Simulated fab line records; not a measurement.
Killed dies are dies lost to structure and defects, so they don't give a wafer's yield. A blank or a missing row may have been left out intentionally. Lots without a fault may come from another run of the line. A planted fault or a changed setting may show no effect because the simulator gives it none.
Which of the tools did it? | flow sky130 | 24 lots (72 wafers sampled), 1 step of a 708-step route

== WHAT THE GAUGES SHOWED, per wafer ==
SKY_SD_N_OVL_MEAS_08. Usual: SD_N_OVL -0.1 nm, standard deviation 1.5.
lot  | measured     | on         | SD_N_OVL (nm)  | flag
L074 | day 28 03:58 | overlay-01 | -0.9 -1.9 -0.4 |
L075 | day 28 08:13 | overlay-02 | -3.4 -1.7 -0.8 |
L076 | day 28 09:43 | overlay-02 | 1.1 1.1 1.1    |
L077 | day 29 03:57 | overlay-02 | 1.8 2.9 0.9    |
L078 | day 29 12:17 | overlay-02 | -1.0 -1.8 -3.0 |
L079 | day 29 23:21 | overlay-01 | -0.1 -0.5 0.1  |
L080 | day 30 02:52 | overlay-02 | 0.2 0.2 0.5    |
L081 | day 30 04:10 | overlay-01 | -0.4 -1.2 -0.6 |
L082 | day 30 17:24 | overlay-01 | 0.0 0.0 -0.5   |
L083 | day 31 01:41 | overlay-02 | 0.8 0.1 1.2    |
L085 | day 31 08:28 | overlay-02 | 1.8 1.6 1.7    |
L084 | day 31 08:55 | overlay-02 | 0.1 0.1 -2.2   |
L086 | day 31 16:38 | overlay-02 | 1.7 0.4 0.6    |
L087 | day 32 03:00 | overlay-02 | 0.2 1.3 0.7    |
L088 | day 32 06:31 | overlay-02 | 1.4 0.2 1.1    |
L089 | day 32 18:52 | overlay-02 | 1.4 1.8 -1.1   |
L090 | day 33 10:01 | overlay-02 | -0.5 -0.6 -2.2 |
L091 | day 34 01:16 | overlay-01 | -0.3 0.9 -0.5  |
L093 | day 34 02:24 | overlay-01 | 0.4 -2.0 -2.5  |
L092 | day 34 03:25 | overlay-01 | 3.6 3.2 2.4    |
L094 | day 34 08:05 | overlay-02 | -1.8 -1.9 -1.8 |
L095 | day 34 20:52 | overlay-02 | 1.2 1.2 1.6    |
L096 | day 35 00:48 | overlay-01 | -1.8 -1.4 -1.8 |
L097 | day 35 08:44 | overlay-01 | -0.1 -1.4 -3.2 |

== EACH LOT AND THE TOOL THAT RAN IT (in order: tool; ch and the chambers of the sampled wafers; start) ==
Before these readings, the record contains no process step.

== AS READ BY THE TOOLS THEMSELVES (means over the sampled wafers that have a number; for cases with no such wafer, the mark the record gives instead) ==
The record holds no such reading with a usual standard deviation.

== THE ANSWER, worked out from the rows above alone ==
Rule: a lot counts as off when the mean over its wafers that have a number is more than 3 standard deviations away from the usual mean. A lot without any number at a reading at which 4 lots or more have one is off too. Where the step has rows for the other lots, those lots are counted as sound. Order of review: gauges by route order, followed by the tools' own readings, for which a lot's mean as printed above is used. The first step at which some lot is off is used, and at that step the reading that is off furthest; a lot without a number counts as furthest.
No lot is off at any reading shown: from this, nothing can be told.

== WHAT WAS PUT IN BY THE SIMULATOR ==
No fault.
